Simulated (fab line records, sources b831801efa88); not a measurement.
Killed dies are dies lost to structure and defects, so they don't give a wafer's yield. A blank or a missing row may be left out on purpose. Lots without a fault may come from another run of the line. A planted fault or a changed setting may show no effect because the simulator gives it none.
Which tool did it? | flow sky130 | 13 lots, 39 wafers sampled, at 3 steps of a route of 708

WHAT THE GAUGES READ, wafer by wafer
SKY_SD_P_OVL_MEAS_08. Usual: SD_P_OVL -0.1 nm, standard deviation 1.3.
lot  | measured     | on         | SD_P_OVL (nm)  | flag
L900 | day 25 15:32 | overlay-02 | -1.7 0.4 1.6   |
L901 | day 26 04:59 | overlay-02 | 0.3 0.9 0.3    |
L903 | day 27 12:32 | overlay-02 | -0.6 1.3 0.2   |
L904 | day 27 21:25 | overlay-02 | 0.7 1.8 1.2    |
L907 | day 29 00:05 | overlay-02 | -0.4 -1.1 -1.3 |
L908 | day 28 22:20 | overlay-01 | -1.3 -1.2 -1.2 |
L910 | day 29 10:52 | overlay-02 | -0.2 0.3 -0.4  |
L914 | day 31 10:59 | overlay-02 | -2.2 -0.8 -0.6 |
L905 | day 33 01:28 | overlay-02 | 0.8 1.4 1.8    |
L918 | day 32 17:29 | overlay-02 | 3.2 1.2 2.3    |
L906 | day 33 15:13 | overlay-01 | 0.0 -0.3 0.1   |
L909 | day 34 01:17 | overlay-01 | 0.0 -1.7 -1.8  |
L920 | day 33 11:10 | overlay-02 | -1.7 0.4 -0.1  |

SKY_LI_CONTACT_OVL_MEAS_13. Usual: LI_CONTACT_OVL 1 nm, standard deviation 7.
lot  | measured     | on         | LI_CONTACT_OVL (nm) | flag
L900 | day 29 06:29 | overlay-01 | -14 -10 -5          |
L901 | day 29 19:32 | overlay-02 | 1 -6 2              |
L903 | day 31 01:32 | overlay-02 | 13 7 2              |
L904 | day 31 07:24 | overlay-01 | 1 -10 -8            |
L907 | day 32 10:11 | overlay-02 | 1 9 2               |
L908 | day 32 08:23 | overlay-01 | 11 9 12             |
L910 | day 32 22:47 | overlay-02 | -7 -4 -7            |
L914 | day 34 21:08 | overlay-02 | -3 0 5              |
L905 | day 36 10:38 | overlay-01 | 7 7 2               |
L918 | day 36 01:42 | overlay-02 | 11 11 10            |
L906 | day 37 02:26 | overlay-02 | 0 -4 0              |
L909 | day 37 11:54 | overlay-01 | 5 5 9               |
L920 | day 36 20:23 | overlay-01 | -2 -3 -4            |

WHICH TOOL RAN EACH LOT (tool, then ch and the chambers of the sampled wafers, then the start)
lot  | SKY_GATE_OXIDE_OXIDATION_16
L900 | furnace-02 ch 0, day 14 04:52
L901 | furnace-02 ch 0, day 14 16:23
L903 | furnace-01 ch 0, day 15 23:01
L904 | furnace-01 ch 0, day 16 09:33
L907 | furnace-02 ch 0, day 17 07:11
L908 | furnace-02 ch 0, day 17 07:11
L910 | furnace-02 ch 0, day 17 23:08
L914 | furnace-01 ch 0, day 19 17:46
L905 | furnace-01 ch 0, day 21 09:33
L918 | furnace-01 ch 0, day 21 17:04
L906 | furnace-01 ch 0, day 22 02:24
L909 | furnace-01 ch 0, day 22 11:29
L920 | furnace-01 ch 0, day 22 12:10
- SKY_GATE_OXIDE_OXIDATION_16: stabilise 600 s, purge 300 s, target thk 3.57 nm.

WHAT THE TOOLS THEMSELVES READ (means of the sampled wafers that have a number; where no wafer has one, the mark that the record gives instead)
SKY_GATE_OXIDE_OXIDATION_16. Usual: spike_tc_top_C 817.1 C, standard deviation 1.9; tube_center_temp_C_max 802.0, standard deviation 0.31; zone_power_bottom_pct 20.02 %, standard deviation 0.21; zone_power_lower_pct 14.9 %, standard deviation 0.37.
lot  | tool       | spike_tc_top_C (C) | tube_center_temp_C_max | zone_power_bottom_pct (%) | zone_power_lower_pct (%) | flag
L900 | furnace-02 | 814.6              | 802.1                  | 19.85                     | 15.4                     |
L901 | furnace-02 | 814.9              | 802.1                  | 19.89                     | 15.4                     |
L903 | furnace-01 | 818.0              | 802.1                  | 19.85                     | 14.6                     |
L904 | furnace-01 | 817.6              | 802.0                  | 19.93                     | 14.7                     |
L907 | furnace-02 | 814.9              | 801.9                  | 19.91                     | 15.4                     |
L908 | furnace-02 | 815.4              | 802.2                  | 20.07                     | 15.4                     |
L910 | furnace-02 | 814.4              | 801.9                  | 19.88                     | 15.3                     |
L914 | furnace-01 | 818.8              | 801.9                  | 20.07                     | 14.7                     |
L905 | furnace-01 | 818.1              | 802.0                  | 20.17                     | 14.6                     |
L918 | furnace-01 | 818.1              | 802.1                  | 19.98                     | 14.7                     |
L906 | furnace-01 | 817.9              | 802.1                  | 20.15                     | 14.7                     |
L909 | furnace-01 | 818.8              | 802.0                  | 20.10                     | 14.7                     |
L920 | furnace-01 | 819.0              | 802.0                  | 20.11                     | 14.6                     |

THE ANSWER, worked out from the rows above alone
Rule: a lot is off if the mean of its wafers that have a number lies more than 3 standard deviations from the usual mean. A lot without any number at a reading at which 4 lots or more have one is off too. The other lots that the step has rows for count as sound. The gauges are gone through in route order, then the tools' own readings, and for those a lot's mean is taken as printed above. The first step at which some lot is off is used, and at that step the reading that is off furthest; a lot without a number counts as furthest.
No lot is off at any reading shown: from this, nothing can be told.

WHAT THE SIMULATOR HAD PUT IN
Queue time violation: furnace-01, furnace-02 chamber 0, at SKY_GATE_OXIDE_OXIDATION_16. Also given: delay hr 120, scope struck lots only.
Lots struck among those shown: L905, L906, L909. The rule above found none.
